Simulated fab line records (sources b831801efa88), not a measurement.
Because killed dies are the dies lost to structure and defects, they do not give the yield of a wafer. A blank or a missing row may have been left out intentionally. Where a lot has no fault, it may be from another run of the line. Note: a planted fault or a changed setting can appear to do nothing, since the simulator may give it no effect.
Which of the tools did it? || flow gf180mcu || 13 lots, 37 wafers sampled, at 3 steps of a route of 602

## WHAT THE GAUGES READ, wafer by wafer
GF_HV_LDD_OVL_MEAS_08.
{"lot": "L585", "measured": "day 10 07:36", "on": "overlay-01", "HV_LDD_OVL (nm)": "-0.3 -0.9 -1.0"}
{"lot": "L586", "measured": "day 10 14:20", "on": "overlay-01", "HV_LDD_OVL (nm)": "-1.6 -0.2 -0.8"}
{"lot": "L587", "measured": "day 10 17:50", "on": "overlay-02", "HV_LDD_OVL (nm)": "0.0 -1.2 0.5"}
{"lot": "L588", "measured": "day 11 05:47", "on": "overlay-02", "HV_LDD_OVL (nm)": "-0.9 -0.4 -0.4"}
{"lot": "L589", "measured": "day 11 14:53", "on": "overlay-02", "HV_LDD_OVL (nm)": "0.2 -2.1 -1.9"}
{"lot": "L593", "measured": "day 12 19:33", "on": "overlay-01", "HV_LDD_OVL (nm)": "0.6 -0.4 -0.1"}
{"lot": "L596", "measured": "day 13 20:51", "on": "overlay-01", "HV_LDD_OVL (nm)": "0.9 0.4"}
{"lot": "L598", "measured": "day 14 07:00", "on": "overlay-02", "HV_LDD_OVL (nm)": "1.7 -0.4"}
{"lot": "L600", "measured": "day 14 21:11", "on": "overlay-02", "HV_LDD_OVL (nm)": "-1.5 -1.3 -3.1"}
{"lot": "L602", "measured": "day 15 10:41", "on": "overlay-02", "HV_LDD_OVL (nm)": "-0.8 2.0 3.1"}
{"lot": "L603", "measured": "day 15 22:23", "on": "overlay-01", "HV_LDD_OVL (nm)": "-1.6 -1.5 -0.7"}
{"lot": "L604", "measured": "day 16 07:47", "on": "overlay-02", "HV_LDD_OVL (nm)": "-2.0 0.8 -0.5"}
{"lot": "L607", "measured": "day 17 02:32", "on": "overlay-02", "HV_LDD_OVL (nm)": "-0.5 -1.1 -1.3"}

## EACH LOT AND THE TOOL THAT RAN IT (in order: tool; ch and the chambers of the sampled wafers; start)
{"lot": "L585", "GF_DUAL_GATE_COAT_06": "lithoTrack-03 ch 0, day 8 07:46", "GF_DUAL_GATE_STRIP_13": "plasmaAsher-04 ch 0,1, day 8 15:49"}
{"lot": "L586", "GF_DUAL_GATE_COAT_06": "lithoTrack-04 ch 0, day 8 14:43", "GF_DUAL_GATE_STRIP_13": "plasmaAsher-02 ch 0,1, day 8 23:20"}
{"lot": "L587", "GF_DUAL_GATE_COAT_06": "lithoTrack-01 ch 0, day 8 17:34", "GF_DUAL_GATE_STRIP_13": "plasmaAsher-03 ch 0,1, day 9 02:02"}
{"lot": "L588", "GF_DUAL_GATE_COAT_06": "lithoTrack-03 ch 0, day 9 03:19", "GF_DUAL_GATE_STRIP_13": "plasmaAsher-02 ch 0, day 9 11:47"}
{"lot": "L589", "GF_DUAL_GATE_COAT_06": "lithoTrack-04 ch 0, day 9 11:58", "GF_DUAL_GATE_STRIP_13": "plasmaAsher-03 ch 0,1, day 9 21:08"}
{"lot": "L593", "GF_DUAL_GATE_COAT_06": "lithoTrack-03 ch 0, day 10 13:25", "GF_DUAL_GATE_STRIP_13": "plasmaAsher-02 ch 0,1, day 10 23:28"}
{"lot": "L596", "GF_DUAL_GATE_COAT_06": "lithoTrack-03 ch 0, day 11 11:55", "GF_DUAL_GATE_STRIP_13": "plasmaAsher-03 ch 0,1, day 11 21:43"}
{"lot": "L598", "GF_DUAL_GATE_COAT_06": "lithoTrack-03 ch 0, day 11 23:01", "GF_DUAL_GATE_STRIP_13": "plasmaAsher-02 ch 0, day 12 09:10"}
{"lot": "L600", "GF_DUAL_GATE_COAT_06": "lithoTrack-01 ch 0, day 12 12:11", "GF_DUAL_GATE_STRIP_13": "plasmaAsher-03 ch 0,1, day 12 22:08"}
{"lot": "L602", "GF_DUAL_GATE_COAT_06": "lithoTrack-04 ch 0, day 13 00:40", "GF_DUAL_GATE_STRIP_13": "plasmaAsher-02 ch 0,1, day 13 10:56"}
{"lot": "L603", "GF_DUAL_GATE_COAT_06": "lithoTrack-04 ch 0, day 13 09:17", "GF_DUAL_GATE_STRIP_13": "plasmaAsher-04 ch 0,1, day 13 19:41"}
{"lot": "L604", "GF_DUAL_GATE_COAT_06": "lithoTrack-01 ch 0, day 13 18:22", "GF_DUAL_GATE_STRIP_13": "plasmaAsher-02 ch 0,1, day 14 05:23"}
{"lot": "L607", "GF_DUAL_GATE_COAT_06": "lithoTrack-04 ch 0, day 14 11:28", "GF_DUAL_GATE_STRIP_13": "plasmaAsher-02 ch 0,1, day 14 22:19"}
- GF_DUAL_GATE_COAT_06: resist thk 1000 nm.
- GF_DUAL_GATE_STRIP_13: strips in O2/N2.

## AS READ BY THE TOOLS THEMSELVES (means over the sampled wafers that have a number; for cases with no such wafer, the mark the record gives instead)
GF_DUAL_GATE_COAT_06.
{"lot": "L585", "tool": "lithoTrack-03", "chillPlateTempC (C)": 22.93}
{"lot": "L586", "tool": "lithoTrack-04", "chillPlateTempC (C)": 23.05}
{"lot": "L587", "tool": "lithoTrack-01", "chillPlateTempC (C)": 22.91}
{"lot": "L588", "tool": "lithoTrack-03", "chillPlateTempC (C)": 23.09}
{"lot": "L589", "tool": "lithoTrack-04", "chillPlateTempC (C)": 22.95}
{"lot": "L593", "tool": "lithoTrack-03", "chillPlateTempC (C)": 22.88}
{"lot": "L596", "tool": "lithoTrack-03", "chillPlateTempC (C)": 23.06}
{"lot": "L598", "tool": "lithoTrack-03", "chillPlateTempC (C)": 23.01}
{"lot": "L600", "tool": "lithoTrack-01", "chillPlateTempC (C)": 23.05}
{"lot": "L602", "tool": "lithoTrack-04", "chillPlateTempC (C)": 23.08}
{"lot": "L603", "tool": "lithoTrack-04", "chillPlateTempC (C)": 23.15}
{"lot": "L604", "tool": "lithoTrack-01", "chillPlateTempC (C)": 22.98}
{"lot": "L607", "tool": "lithoTrack-04", "chillPlateTempC (C)": 23.11}

GF_DUAL_GATE_STRIP_13.
{"lot": "L585", "tool": "plasmaAsher-04", "drypumpMotorCurrentA (A)": 5.8, "heaterPowerW (W)": 367, "oesProductAu (a.u.)": 0.718, "stripTimeToEndpointS (s)": 12.66}
{"lot": "L586", "tool": "plasmaAsher-02", "drypumpMotorCurrentA (A)": 6.2, "heaterPowerW (W)": 325, "oesProductAu (a.u.)": 0.718, "stripTimeToEndpointS (s)": 12.65}
{"lot": "L587", "tool": "plasmaAsher-03", "drypumpMotorCurrentA (A)": 5.4, "heaterPowerW (W)": 341, "oesProductAu (a.u.)": 0.713, "stripTimeToEndpointS (s)": 12.67}
{"lot": "L588", "tool": "plasmaAsher-02", "drypumpMotorCurrentA (A)": 6.4, "heaterPowerW (W)": 320, "oesProductAu (a.u.)": 0.714, "stripTimeToEndpointS (s)": 12.64}
{"lot": "L589", "tool": "plasmaAsher-03", "drypumpMotorCurrentA (A)": 5.6, "heaterPowerW (W)": 333, "oesProductAu (a.u.)": 0.721, "stripTimeToEndpointS (s)": 12.62}
{"lot": "L593", "tool": "plasmaAsher-02", "drypumpMotorCurrentA (A)": 6.1, "heaterPowerW (W)": 331, "oesProductAu (a.u.)": 0.713, "stripTimeToEndpointS (s)": 12.94}
{"lot": "L596", "tool": "plasmaAsher-03", "drypumpMotorCurrentA (A)": 5.6, "heaterPowerW (W)": 330, "oesProductAu (a.u.)": 0.718, "stripTimeToEndpointS (s)": 13.13}
{"lot": "L598", "tool": "plasmaAsher-02", "drypumpMotorCurrentA (A)": 6.3, "heaterPowerW (W)": 320, "oesProductAu (a.u.)": 0.719, "stripTimeToEndpointS (s)": 13.15}
{"lot": "L600", "tool": "plasmaAsher-03", "drypumpMotorCurrentA (A)": 5.5, "heaterPowerW (W)": 336, "oesProductAu (a.u.)": 0.714, "stripTimeToEndpointS (s)": 12.64}
{"lot": "L602", "tool": "plasmaAsher-02", "drypumpMotorCurrentA (A)": 5.9, "heaterPowerW (W)": 338, "oesProductAu (a.u.)": 0.722, "stripTimeToEndpointS (s)": 12.65}
{"lot": "L603", "tool": "plasmaAsher-04", "drypumpMotorCurrentA (A)": 5.5, "heaterPowerW (W)": 370, "oesProductAu (a.u.)": 0.711, "stripTimeToEndpointS (s)": 12.68}
{"lot": "L604", "tool": "plasmaAsher-02", "drypumpMotorCurrentA (A)": 6.1, "heaterPowerW (W)": 329, "oesProductAu (a.u.)": 0.717, "stripTimeToEndpointS (s)": 12.66}
{"lot": "L607", "tool": "plasmaAsher-02", "drypumpMotorCurrentA (A)": 6.1, "heaterPowerW (W)": 338, "oesProductAu (a.u.)": 0.714, "stripTimeToEndpointS (s)": 12.71}

## THE ANSWER, worked out from the rows above alone
Rule: usual is defined by the lots themselves. Put in order of their means at a reading, lots are off if they are a third of the lots or fewer, leave a main group of 4 or more, and stand apart from it by a gap of 3 or more times the standard deviation of the main group's means; of several such gaps the widest counts. If all means in a main group match to the digits the tables above print for the reading, that group is not used. A lot without any number at a reading at which 4 lots or more have one is off too. Where the step has rows for the other lots, those lots are counted as sound. After the gauges, taken in route order, come the tools' own readings; for these a lot's mean is taken, as printed above. At the first step where some lot is off, the reading lying furthest off is the one used; lots without a number count as furthest.
Off at GF_DUAL_GATE_STRIP_13 (stripTimeToEndpointS): L593, L596, L598. For the main group the mean is 12.66 s and the standard deviation 0.024.
A tool fits if, at that step or a process step before it, it ran every lot that is off, and no sound lot after the first of them. One fits: GF_DUAL_GATE_COAT_06 on lithoTrack-03. A fault onset in the window from L588 (day 9 03:19, its last sound lot) to L593 (day 10 13:25, its first lot off) fits.

## WHAT THE SIMULATOR HAD INSERTED
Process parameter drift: lithoTrack-03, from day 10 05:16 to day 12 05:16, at GF_DUAL_GATE_COAT_06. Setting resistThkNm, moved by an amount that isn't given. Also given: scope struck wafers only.
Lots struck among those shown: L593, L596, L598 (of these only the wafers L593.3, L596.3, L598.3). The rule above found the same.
